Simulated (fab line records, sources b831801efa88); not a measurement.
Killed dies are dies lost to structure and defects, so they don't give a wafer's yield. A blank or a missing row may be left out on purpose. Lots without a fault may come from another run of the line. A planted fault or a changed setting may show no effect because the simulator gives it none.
Which tool did it? | flow gf180mcu | 12 lots, 36 wafers sampled, at 5 steps of a route of 602

WHAT THE GAUGES READ, wafer by wafer
GF_M5_OVL_MEAS_08. Usual: M5_OVL -4 nm, standard deviation 5.8.
lot  | measured     | on         | M5_OVL (nm) | flag
L713 | day 26 05:35 | overlay-02 | -3 -1 -5    |
L714 | day 26 14:06 | overlay-02 | -4 -15 -12  |
L716 | day 27 06:55 | overlay-01 | -5 -5 -13   |
L717 | day 27 16:01 | overlay-02 | 0 -10 -6    |
L722 | day 29 08:17 | overlay-01 | -6 -3 -1    |
L724 | day 29 23:53 | overlay-01 | 1 2 -6      |
L725 | day 30 08:06 | overlay-02 | -20 -15 -19 |
L726 | day 30 12:38 | overlay-02 | -14 -14 -6  |
L727 | day 30 17:02 | overlay-02 | 4 -1 1      |
L730 | day 31 11:20 | overlay-02 | -1 5 2      |
L731 | day 31 19:08 | overlay-01 | 0 -1 3      |
L736 | day 33 01:17 | overlay-01 | -3 1 -1     |

GF_V5_RS_MEAS_24: measures by four-point-probe. Usual: V5_W_RS 0.331 ohm/sq, standard deviation 0.0048.
lot  | measured     | on            | V5_W_RS (ohm/sq)  | flag
L713 | day 27 04:49 | film_metro-03 | 0.328 0.333 0.325 |
L714 | day 27 12:34 | film_metro-02 | 0.331 0.320 0.334 |
L716 | day 28 04:33 | film_metro-02 | 0.341 0.335 0.335 |
L717 | day 28 14:37 | film_metro-03 | 0.329 0.331 0.331 |
L722 | day 30 05:13 | film_metro-04 | 0.328 0.332 0.332 |
L724 | day 30 19:56 | film_metro-03 | 0.332 0.330 0.332 |
L725 | day 31 04:52 | film_metro-02 | 0.330 0.327 0.327 |
L726 | day 31 08:35 | film_metro-02 | 0.330 0.333 0.331 |
L727 | day 31 13:29 | film_metro-03 | 0.322 0.323 0.323 |
L730 | day 32 06:25 | film_metro-02 | 0.333 0.341 0.337 |
L731 | day 32 13:45 | film_metro-03 | 0.330 0.326 0.329 |
L736 | day 33 19:25 | film_metro-02 | 0.334 0.332 0.327 |

GF_PASSIVATION_THK_MEAS_01. Usual: PASSIVATION_CVD_00_THK 998 nm, standard deviation 13.
lot  | measured     | on            | PASSIVATION_CVD_00_THK (nm) | flag
L713 | day 28 01:58 | film_metro-04 | 1008 990 1017               |
L714 | day 28 09:44 | film_metro-03 | 995 1010 1006               |
L716 | day 29 01:19 | film_metro-04 | 1003 1013 1022              |
L717 | day 29 11:42 | film_metro-04 | 1005 1016 1024              |
L722 | day 31 00:45 | film_metro-01 | 975 988 997                 |
L724 | day 31 15:08 | film_metro-01 | 1102 1110 1108              | OFF
L725 | day 32 00:01 | film_metro-01 | 1079 1103 1101              | OFF
L726 | day 32 03:36 | film_metro-01 | 1077 1106 1105              | OFF
L727 | day 32 08:03 | film_metro-03 | 987 1001 1014               |
L730 | day 33 00:28 | film_metro-01 | 993 986 1008                |
L731 | day 33 07:32 | film_metro-04 | 987 1010 1014               |
L736 | day 34 11:57 | film_metro-04 | 971 985 1002                |

WHICH TOOL RAN EACH LOT (tool, then ch and the chambers of the sampled wafers, then the start)
lot  | GF_V5_SPUTTER_21             | GF_PASSIVATION_CVD_00
L713 | pvd_sputter-01, day 27 04:36 | pecvd-03 ch 0,1, day 28 01:54
L714 | pvd_sputter-04, day 27 12:20 | pecvd-03 ch 0,1,2, day 28 09:39
L716 | pvd_sputter-01, day 28 04:18 | pecvd-02 ch 0,2, day 29 01:13
L717 | pvd_sputter-01, day 28 14:21 | pecvd-03 ch 0,1,2, day 29 11:38
L722 | pvd_sputter-04, day 30 05:00 | pecvd-02 ch 0,1, day 31 00:40
L724 | pvd_sputter-01, day 30 19:43 | pecvd-02 ch 0,1, day 31 15:03
L725 | pvd_sputter-04, day 31 04:37 | pecvd-02 ch 1,2, day 31 23:55
L726 | pvd_sputter-02, day 31 08:21 | pecvd-02 ch 0,1, day 32 03:31
L727 | pvd_sputter-04, day 31 13:16 | pecvd-01 ch 1,2, day 32 07:59
L730 | pvd_sputter-02, day 32 06:12 | pecvd-03 ch 0,1,2, day 33 00:24
L731 | pvd_sputter-01, day 32 13:30 | pecvd-03 ch 1,2, day 33 07:26
L736 | pvd_sputter-02, day 33 19:12 | pecvd-03 ch 0,2, day 34 11:53
- GF_V5_SPUTTER_21: material Ti, target thk 15 nm, time 80.02 s.
- GF_PASSIVATION_CVD_00: deposits SiO2 from TEOS, target thk 1000 nm, time 111.95 s.

WHAT THE TOOLS THEMSELVES READ (means of the sampled wafers that have a number; where no wafer has one, the mark that the record gives instead)
GF_V5_SPUTTER_21. Usual: substrate_temp_c 200.00 C, standard deviation 0.16; throttle_valve_pct 30.2 %, standard deviation 0.8.
lot  | tool           | substrate_temp_c (C) | throttle_valve_pct (%) | flag
L713 | pvd_sputter-01 | 200.00               | 30.2                   |
L714 | pvd_sputter-04 | 200.04               | 30.7                   |
L716 | pvd_sputter-01 | 200.06               | 30.3                   |
L717 | pvd_sputter-01 | 200.20               | 30.8                   |
L722 | pvd_sputter-04 | 199.99               | 30.4                   |
L724 | pvd_sputter-01 | 200.03               | 30.8                   |
L725 | pvd_sputter-04 | 199.99               | 30.5                   |
L726 | pvd_sputter-02 | 199.92               | 30.3                   |
L727 | pvd_sputter-04 | 200.08               | 30.5                   |
L730 | pvd_sputter-02 | 199.85               | 29.8                   |
L731 | pvd_sputter-01 | 199.99               | 30.5                   |
L736 | pvd_sputter-02 | 200.04               | 30.1                   |

GF_PASSIVATION_CVD_00. Usual: heater_power_w 688 W, standard deviation 130; rf_fwd_power_W 597.6 W, standard deviation 1.9.
lot  | tool     | heater_power_w (W) | rf_fwd_power_W (W) | flag
L713 | pecvd-03 | 639                | 598.6              |
L714 | pecvd-03 | 679                | 598.5              |
L716 | pecvd-02 | 648                | 599.1              |
L717 | pecvd-03 | 700                | 597.7              |
L722 | pecvd-02 | 611                | 597.6              |
L724 | pecvd-02 | 499                | 840.1              | OFF
L725 | pecvd-02 | 631                | 836.9              | OFF
L726 | pecvd-02 | 633                | 839.5              | OFF
L727 | pecvd-01 | 816                | 597.5              |
L730 | pecvd-03 | 763                | 598.4              |
L731 | pecvd-03 | 854                | 597.9              |
L736 | pecvd-03 | 621                | 596.5              |

THE ANSWER, worked out from the rows above alone
Rule: a lot is off if the mean of its wafers that have a number lies more than 3 standard deviations from the usual mean. A lot without any number at a reading at which 4 lots or more have one is off too. The other lots that the step has rows for count as sound. The gauges are gone through in route order, then the tools' own readings, and for those a lot's mean is taken as printed above. The first step at which some lot is off is used, and at that step the reading that is off furthest; a lot without a number counts as furthest.
Off: L724, L725, L726, at GF_PASSIVATION_THK_MEAS_01 (PASSIVATION_CVD_00_THK).
A tool fits if, at a process step before that reading, it ran every lot that is off, and no sound lot after the first of them. The gauges at GF_PASSIVATION_THK_MEAS_01 aren't tried: what is off there is off at GF_PASSIVATION_CVD_00 too, on other tools, and a gauge's error can't cause that. One fits: pecvd-02 at GF_PASSIVATION_CVD_00. Its last sound lot is L722 (day 31 00:40), its first lot that is off L724 (day 31 15:03): a fault that began between those two fits.
The tool's own readings at GF_PASSIVATION_CVD_00 bear it out: on the lots that are off they differ by more than 5 times the standard deviation of the sound lots' means. rf_fwd_power_W reads 838.8 W there against 598.0 W on the sound lots.

WHAT THE SIMULATOR HAD PUT IN
Process parameter drift: pecvd-02, from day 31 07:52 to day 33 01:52, at GF_PASSIVATION_CVD_00. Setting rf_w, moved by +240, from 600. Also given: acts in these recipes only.
Lots struck among those shown: L724, L725, L726. The rule above found the same.
